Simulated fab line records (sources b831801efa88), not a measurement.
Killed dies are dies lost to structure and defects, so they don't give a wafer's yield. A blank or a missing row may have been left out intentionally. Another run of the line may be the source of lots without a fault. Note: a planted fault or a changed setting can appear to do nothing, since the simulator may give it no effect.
Which of the tools did it? || flow sky130 || 39 wafers from 13 lots sampled at 5 of the route's 708 steps

== WHAT EACH GAUGE READ, for each wafer ==
SKY_SONOS_TUNNEL_OVL_MEAS_08. Usual: for SONOS_TUNNEL_OVL the level is -0.1 nm and the standard deviation is 1.4.
{"lot": "L670", "measured": "day 12 12:27", "on": "overlay-02", "SONOS_TUNNEL_OVL (nm)": "0.1 2.6 -0.5", "flag": ""}
{"lot": "L671", "measured": "day 12 15:44", "on": "overlay-02", "SONOS_TUNNEL_OVL (nm)": "0.2 -0.7 -0.4", "flag": ""}
{"lot": "L673", "measured": "day 12 23:17", "on": "overlay-01", "SONOS_TUNNEL_OVL (nm)": "0.0 0.5 -1.1", "flag": ""}
{"lot": "L674", "measured": "day 13 17:38", "on": "overlay-01", "SONOS_TUNNEL_OVL (nm)": "1.4 -0.2 0.2", "flag": ""}
{"lot": "L675", "measured": "day 13 19:12", "on": "overlay-01", "SONOS_TUNNEL_OVL (nm)": "1.5 1.2 -1.4", "flag": ""}
{"lot": "L677", "measured": "day 14 08:35", "on": "overlay-02", "SONOS_TUNNEL_OVL (nm)": "-2.4 -0.4 -0.2", "flag": ""}
{"lot": "L676", "measured": "day 14 11:38", "on": "overlay-01", "SONOS_TUNNEL_OVL (nm)": "-0.2 -0.6 -0.1", "flag": ""}
{"lot": "L678", "measured": "day 14 14:03", "on": "overlay-01", "SONOS_TUNNEL_OVL (nm)": "-0.8 -1.4 -1.1", "flag": ""}
{"lot": "L679", "measured": "day 15 00:49", "on": "overlay-02", "SONOS_TUNNEL_OVL (nm)": "-0.3 0.5 -2.0", "flag": ""}
{"lot": "L687", "measured": "day 17 18:16", "on": "overlay-01", "SONOS_TUNNEL_OVL (nm)": "-0.6 -0.3 1.5", "flag": ""}
{"lot": "L689", "measured": "day 18 07:25", "on": "overlay-02", "SONOS_TUNNEL_OVL (nm)": "-0.9 -0.1 -2.0", "flag": ""}
{"lot": "L690", "measured": "day 18 19:34", "on": "overlay-01", "SONOS_TUNNEL_OVL (nm)": "0.7 0.9 -0.1", "flag": ""}
{"lot": "L691", "measured": "day 19 08:21", "on": "overlay-02", "SONOS_TUNNEL_OVL (nm)": "-0.1 1.4 0.6", "flag": ""}

SKY_LDD_P_TW_MEAS_11. Usual: for LDD_P_TW the level is 633 and the standard deviation is 7.7.
{"lot": "L670", "measured": "day 20 11:08", "on": "film_metro-03", "LDD_P_TW": "638 635 635", "flag": ""}
{"lot": "L671", "measured": "day 20 16:33", "on": "film_metro-04", "LDD_P_TW": "639 638 641", "flag": ""}
{"lot": "L673", "measured": "day 20 22:17", "on": "film_metro-03", "LDD_P_TW": "639 639 640", "flag": ""}
{"lot": "L674", "measured": "day 21 21:02", "on": "film_metro-01", "LDD_P_TW": "628 632 631", "flag": ""}
{"lot": "L675", "measured": "day 21 23:53", "on": "film_metro-01", "LDD_P_TW": "628 627 629", "flag": ""}
{"lot": "L677", "measured": "day 22 13:44", "on": "film_metro-03", "LDD_P_TW": "640 641 640", "flag": ""}
{"lot": "L676", "measured": "day 22 13:40", "on": "film_metro-01", "LDD_P_TW": "625 628 629", "flag": ""}
{"lot": "L678", "measured": "day 22 20:50", "on": "film_metro-04", "LDD_P_TW": "637 642 640", "flag": ""}
{"lot": "L679", "measured": "day 23 07:08", "on": "film_metro-03", "LDD_P_TW": "640 640 639", "flag": ""}
{"lot": "L687", "measured": "day 27 06:59", "on": "film_metro-03", "LDD_P_TW": "640 640 641", "flag": ""}
{"lot": "L689", "measured": "day 27 08:52", "on": "film_metro-04", "LDD_P_TW": "642 642 645", "flag": ""}
{"lot": "L690", "measured": "day 27 08:38", "on": "film_metro-01", "LDD_P_TW": "622 618 619", "flag": ""}
{"lot": "L691", "measured": "day 27 15:13", "on": "film_metro-03", "LDD_P_TW": "639 638 638", "flag": ""}

SKY_LDD_HVN_OVL_MEAS_07. Usual: for LDD_HVN_OVL the level is -0.4 nm and the standard deviation is 1.5.
{"lot": "L670", "measured": "day 21 16:17", "on": "overlay-01", "LDD_HVN_OVL (nm)": "-1.9 -1.9 -1.4", "flag": ""}
{"lot": "L671", "measured": "day 21 21:52", "on": "overlay-01", "LDD_HVN_OVL (nm)": "2.1 1.6 1.9", "flag": ""}
{"lot": "L673", "measured": "day 22 03:25", "on": "overlay-02", "LDD_HVN_OVL (nm)": "-2.1 -3.6 -2.0", "flag": ""}
{"lot": "L674", "measured": "day 23 03:01", "on": "overlay-01", "LDD_HVN_OVL (nm)": "-0.1 -0.2 -0.2", "flag": ""}
{"lot": "L675", "measured": "day 23 06:08", "on": "overlay-02", "LDD_HVN_OVL (nm)": "1.2 -1.9 -0.9", "flag": ""}
{"lot": "L677", "measured": "day 23 19:49", "on": "overlay-01", "LDD_HVN_OVL (nm)": "0.2 0.0 -1.4", "flag": ""}
{"lot": "L676", "measured": "day 23 19:44", "on": "overlay-01", "LDD_HVN_OVL (nm)": "-1.1 1.3 -0.3", "flag": ""}
{"lot": "L678", "measured": "day 24 02:47", "on": "overlay-01", "LDD_HVN_OVL (nm)": "-0.3 1.3 1.0", "flag": ""}
{"lot": "L679", "measured": "day 24 13:11", "on": "overlay-01", "LDD_HVN_OVL (nm)": "1.0 -0.8 1.8", "flag": ""}
{"lot": "L687", "measured": "day 28 11:47", "on": "overlay-01", "LDD_HVN_OVL (nm)": "-1.3 0.0 -1.8", "flag": ""}
{"lot": "L689", "measured": "day 28 14:19", "on": "overlay-02", "LDD_HVN_OVL (nm)": "0.7 -1.2 -0.8", "flag": ""}
{"lot": "L690", "measured": "day 28 13:55", "on": "overlay-02", "LDD_HVN_OVL (nm)": "-0.6 0.9 -0.1", "flag": ""}
{"lot": "L691", "measured": "day 28 19:28", "on": "overlay-02", "LDD_HVN_OVL (nm)": "-2.9 -2.3 -0.3", "flag": ""}

== WHAT TOOL EACH LOT RAN ON (gives the tool, then ch and the chambers of the sampled wafers, and finally the start) ==
{"lot": "L670", "SKY_LDD_P_COAT_02": "litho_track-03 ch 0, day 19 18:34", "SKY_LDD_P_STRIP_10": "plasma_asher-04 ch 0,1, day 20 11:02"}
{"lot": "L671", "SKY_LDD_P_COAT_02": "litho_track-03 ch 0, day 20 00:22", "SKY_LDD_P_STRIP_10": "plasma_asher-02 ch 1, day 20 16:27"}
{"lot": "L673", "SKY_LDD_P_COAT_02": "litho_track-01 ch 0, day 20 06:17", "SKY_LDD_P_STRIP_10": "plasma_asher-02 ch 0,1, day 20 22:11"}
{"lot": "L674", "SKY_LDD_P_COAT_02": "litho_track-03 ch 0, day 21 05:19", "SKY_LDD_P_STRIP_10": "plasma_asher-04 ch 0,1, day 21 20:56"}
{"lot": "L675", "SKY_LDD_P_COAT_02": "litho_track-02 ch 0, day 21 08:10", "SKY_LDD_P_STRIP_10": "plasma_asher-03 ch 0,1, day 21 23:47"}
{"lot": "L677", "SKY_LDD_P_COAT_02": "litho_track-01 ch 0, day 21 22:50", "SKY_LDD_P_STRIP_10": "plasma_asher-03 ch 0,1, day 22 13:38"}
{"lot": "L676", "SKY_LDD_P_COAT_02": "litho_track-03 ch 0, day 21 22:19", "SKY_LDD_P_STRIP_10": "plasma_asher-02 ch 0,1, day 22 13:35"}
{"lot": "L678", "SKY_LDD_P_COAT_02": "litho_track-02 ch 0, day 22 04:34", "SKY_LDD_P_STRIP_10": "plasma_asher-03 ch 1, day 22 20:44"}
{"lot": "L679", "SKY_LDD_P_COAT_02": "litho_track-02 ch 0, day 22 15:07", "SKY_LDD_P_STRIP_10": "plasma_asher-02 ch 0,1, day 23 07:02"}
{"lot": "L687", "SKY_LDD_P_COAT_02": "litho_track-01 ch 0, day 26 15:38", "SKY_LDD_P_STRIP_10": "plasma_asher-02 ch 0,1, day 27 06:53"}
{"lot": "L689", "SKY_LDD_P_COAT_02": "litho_track-01 ch 0, day 26 17:46", "SKY_LDD_P_STRIP_10": "plasma_asher-04 ch 0, day 27 08:45"}
{"lot": "L690", "SKY_LDD_P_COAT_02": "litho_track-02 ch 0, day 26 17:03", "SKY_LDD_P_STRIP_10": "plasma_asher-03 ch 0,1, day 27 08:32"}
{"lot": "L691", "SKY_LDD_P_COAT_02": "litho_track-02 ch 0, day 27 00:07", "SKY_LDD_P_STRIP_10": "plasma_asher-04 ch 0,1, day 27 15:08"}
- SKY_LDD_P_COAT_02: resist thk 1140 nm.
- SKY_LDD_P_STRIP_10: strips in O2/N2.

== AS READ BY THE TOOLS THEMSELVES (means over the sampled wafers that have a number; for cases with no such wafer, the mark the record gives instead) ==
SKY_LDD_P_COAT_02. Usual: spin_speed_rpm reads 3000.1 rpm (standard deviation 1.8).
{"lot": "L670", "tool": "litho_track-03", "spin_speed_rpm (rpm)": 2999.1, "flag": ""}
{"lot": "L671", "tool": "litho_track-03", "spin_speed_rpm (rpm)": 3000.9, "flag": ""}
{"lot": "L673", "tool": "litho_track-01", "spin_speed_rpm (rpm)": 2999.3, "flag": ""}
{"lot": "L674", "tool": "litho_track-03", "spin_speed_rpm (rpm)": 3001.9, "flag": ""}
{"lot": "L675", "tool": "litho_track-02", "spin_speed_rpm (rpm)": 3000.5, "flag": ""}
{"lot": "L677", "tool": "litho_track-01", "spin_speed_rpm (rpm)": 3002.3, "flag": ""}
{"lot": "L676", "tool": "litho_track-03", "spin_speed_rpm (rpm)": 3001.8, "flag": ""}
{"lot": "L678", "tool": "litho_track-02", "spin_speed_rpm (rpm)": 3002.1, "flag": ""}
{"lot": "L679", "tool": "litho_track-02", "spin_speed_rpm (rpm)": 2997.8, "flag": ""}
{"lot": "L687", "tool": "litho_track-01", "spin_speed_rpm (rpm)": 3065.3, "flag": "OFF"}
{"lot": "L689", "tool": "litho_track-01", "spin_speed_rpm (rpm)": 3067.5, "flag": "OFF"}
{"lot": "L690", "tool": "litho_track-02", "spin_speed_rpm (rpm)": 2998.3, "flag": ""}
{"lot": "L691", "tool": "litho_track-02", "spin_speed_rpm (rpm)": 2999.4, "flag": ""}

SKY_LDD_P_STRIP_10. Usual: drypump_motor_current_A 5.6 A, standard deviation 0.33; oes_product_au 0.716 a.u., standard deviation 0.0047; strip_time_to_endpoint_s 14.17 s, standard deviation 0.035.
{"lot": "L670", "tool": "plasma_asher-04", "drypump_motor_current_A (A)": 5.6, "oes_product_au (a.u.)": 0.716, "strip_time_to_endpoint_s (s)": 14.17, "flag": ""}
{"lot": "L671", "tool": "plasma_asher-02", "drypump_motor_current_A (A)": 5.4, "oes_product_au (a.u.)": 0.717, "strip_time_to_endpoint_s (s)": 14.18, "flag": ""}
{"lot": "L673", "tool": "plasma_asher-02", "drypump_motor_current_A (A)": 5.4, "oes_product_au (a.u.)": 0.711, "strip_time_to_endpoint_s (s)": 14.16, "flag": ""}
{"lot": "L674", "tool": "plasma_asher-04", "drypump_motor_current_A (A)": 5.5, "oes_product_au (a.u.)": 0.717, "strip_time_to_endpoint_s (s)": 14.15, "flag": ""}
{"lot": "L675", "tool": "plasma_asher-03", "drypump_motor_current_A (A)": 6.0, "oes_product_au (a.u.)": 0.717, "strip_time_to_endpoint_s (s)": 14.13, "flag": ""}
{"lot": "L677", "tool": "plasma_asher-03", "drypump_motor_current_A (A)": 6.1, "oes_product_au (a.u.)": 0.719, "strip_time_to_endpoint_s (s)": 14.16, "flag": ""}
{"lot": "L676", "tool": "plasma_asher-02", "drypump_motor_current_A (A)": 5.4, "oes_product_au (a.u.)": 0.716, "strip_time_to_endpoint_s (s)": 14.21, "flag": ""}
{"lot": "L678", "tool": "plasma_asher-03", "drypump_motor_current_A (A)": 6.4, "oes_product_au (a.u.)": 0.716, "strip_time_to_endpoint_s (s)": 14.21, "flag": ""}
{"lot": "L679", "tool": "plasma_asher-02", "drypump_motor_current_A (A)": 5.4, "oes_product_au (a.u.)": 0.719, "strip_time_to_endpoint_s (s)": 14.15, "flag": ""}
{"lot": "L687", "tool": "plasma_asher-02", "drypump_motor_current_A (A)": 5.4, "oes_product_au (a.u.)": 0.715, "strip_time_to_endpoint_s (s)": 14.01, "flag": "OFF"}
{"lot": "L689", "tool": "plasma_asher-04", "drypump_motor_current_A (A)": 5.5, "oes_product_au (a.u.)": 0.717, "strip_time_to_endpoint_s (s)": 14.02, "flag": "OFF"}
{"lot": "L690", "tool": "plasma_asher-03", "drypump_motor_current_A (A)": 5.7, "oes_product_au (a.u.)": 0.713, "strip_time_to_endpoint_s (s)": 14.21, "flag": ""}
{"lot": "L691", "tool": "plasma_asher-04", "drypump_motor_current_A (A)": 5.6, "oes_product_au (a.u.)": 0.720, "strip_time_to_endpoint_s (s)": 14.18, "flag": ""}

== THE ANSWER, worked out from the rows above alone ==
Rule: lot off if the mean of its wafers having a number is beyond 3 standard deviations from the usual mean. A lot without any number at a reading at which 4 lots or more have one is off too. The other lots that the step has rows for count as sound. Order of review: gauges by route order, followed by the tools' own readings, for which a lot's mean as printed above is used. At the first step where some lot is off, the reading lying furthest off is the one used; lots without a number count as furthest.
Off: L687, L689, at SKY_LDD_P_COAT_02 (spin_speed_rpm).
If a tool, at that step or one of the process steps before it, ran each lot that is off and ran no sound lot following the first of them, it fits. One candidate fits, namely litho_track-01 at SKY_LDD_P_COAT_02. A fault onset in the window from L677 (day 21 22:50, its last sound lot) to L687 (day 26 15:38, its first lot off) fits.
On the lots that are off, the tool's own readings at SKY_LDD_P_COAT_02 differ by more than 5 times the standard deviation of the sound lots' means, which bears it out; spin_speed_rpm reads 3066.4 rpm there versus 3000.3 rpm on the sound lots.

== WHAT THE SIMULATOR HAD INSERTED ==
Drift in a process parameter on litho_track-01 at SKY_LDD_P_COAT_02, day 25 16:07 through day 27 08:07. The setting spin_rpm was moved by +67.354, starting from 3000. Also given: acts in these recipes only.
Shown lots that were struck: L687, L689. The rule above found the same.
